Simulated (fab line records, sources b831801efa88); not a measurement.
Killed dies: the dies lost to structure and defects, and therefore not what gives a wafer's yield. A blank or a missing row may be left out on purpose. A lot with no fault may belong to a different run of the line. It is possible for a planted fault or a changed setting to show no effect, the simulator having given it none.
Split-lot experiment	flow sfq_line	23 wafers read from 5 lots, route of 325 steps

== ON THE SPLIT ==
At SFQ_TRILAYER_M0_LITHO_PEB_024 (peb time 60 s), the setting peb_time_s was moved away from the recipe's 60 s on 9 of the 23 wafers read, by -12.3% to +10.3%. This setting was run at the recipe's value on the other wafers.

== FROM THE SPLIT TO THE READING: what the file shows between them, 2 steps ==
- SFQ_TRILAYER_M0_LITHO_DEVELOP_023: time 60 s
- SFQ_TRILAYER_M0_BARC_OPEN_METAL_ETCH_031: etches BARC in O2, target depth 125 nm, time 41.7 s

== THE READING ==
M0.cd_nm (the simulator's own value, which no gauge read), in nm, at SFQ_TRILAYER_M0_ETCH_METAL_ETCH_024 (etches Nb in Cl2/Ar, stops on SiO2, target depth 240 nm, time 120 s). There is no usual value for it anywhere in the file. Across the 14 wafers here that went through the recipe, the average is 501.0 nm and the standard deviation 1.8 nm.

wafer	tool, chamber at the split	peb_time_s as run, s	against the recipe	M0.cd_nm, nm	against lot-mates on the recipe
L076.2	litho_track-03, 0	60	recipe	500.7	-
L076.3	litho_track-03, 0	52.61	-12.3%	519.9	+18.4
L076.4	litho_track-03, 0	52.61	-12.3%	521	+19.5
L076.5	litho_track-03, 0	52.61	-12.3%	521	+19.5
L076.6	litho_track-03, 0	60	recipe	502.3	-
L077.1	litho_track-01, 0	55.04	-8.3%	513.1	+13.6
L077.2	litho_track-01, 0	60	recipe	499.8	-
L077.3	litho_track-01, 0	60	recipe	500.2	-
L077.4	litho_track-01, 0	55.04	-8.3%	513.5	+14.0
L077.6	litho_track-01, 0	60	recipe	498.6	-
L079.2	litho_track-01, 0	60	recipe	498.7	-
L079.4	litho_track-01, 0	60	recipe	500.7	-
L079.6	litho_track-01, 0	60	recipe	498.9	-
L082.1	litho_track-04, 0	65.37	+9.0%	494	-9.1
L082.3	litho_track-04, 0	60	recipe	504.9	-
L082.4	litho_track-04, 0	60	recipe	500.8	-
L082.5	litho_track-04, 0	65.37	+9.0%	490	-13.1
L082.6	litho_track-04, 0	60	recipe	503.6	-
L084.1	litho_track-04, 0	60	recipe	501.1	-
L084.2	litho_track-04, 0	60	recipe	502.7	-
L084.3	litho_track-04, 0	66.15	+10.3%	489.7	-11.8
L084.4	litho_track-04, 0	66.15	+10.3%	485.9	-15.6
L084.5	litho_track-04, 0	60	recipe	500.8	-

THE FIT
A straight line over all 23 wafers: M0.cd_nm changes by -1.4 nm for each +1% of peb_time_s; r = -0.98; the points scatter about the line by 2.1 nm.
The same after taking each lot's own level away (the mean of its wafers on the recipe; 23 wafers): -1.46 nm for each +1%; r = -0.99; scatter 1.5 nm.
On that fit, the largest move of peb_time_s shifts the reading by 18 nm.
From 499.43 to 503.10 nm: that is the span of the lots' own levels, equal to 2.1 times the standard deviation above.
The two slopes are in agreement: the lot-to-lot level therefore moves the slope only a little.
Check: for one of the wafers moved furthest among these (-12.3%), held out of the fit, the line's prediction against its lot-mates is +18.6 nm. Against them it came out at +18.4 nm.

== OTHER SPLITS ON THESE WAFERS ==
These wafers also went through other splits before the reading. Each is held against what the fit with the lots' levels taken away leaves over:
other split on the same wafers	wafers away from the commonest value	r with M0.cd_nm (lot level and that fit taken away)
SFQ_TRILAYER_INCOMING_OXIDATION_002 ox_time_s	15	+0.01
SFQ_TRILAYER_M0_LITHO_COAT_026 resist_thk_nm	7	+0.14

== THE WHOLE CHAIN: every reading that the file lists as answering this split, in the file's order ==
step	what it does	reading	change (the file's fit)	r (the file's)
SFQ_TRILAYER_M0_BARC_OPEN_METAL_ETCH_031	etches BARC in O2, target depth 125 nm, time 41.7 s	M0.cd_nm (the simulator's own value, which no gauge read)	-1.46 nm for each +1% of the setting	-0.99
SFQ_TRILAYER_M0_ETCH_METAL_ETCH_024	etches Nb in Cl2/Ar, stops on SiO2, target depth 240 nm, time 120 s	M0.cd_nm (the simulator's own value, which no gauge read)	-1.45 nm for each +1% of the setting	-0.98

== FILE'S OWN FIT ==
M0.cd_nm changes by -1.45 nm for each +1% of peb_time_s, r = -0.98.
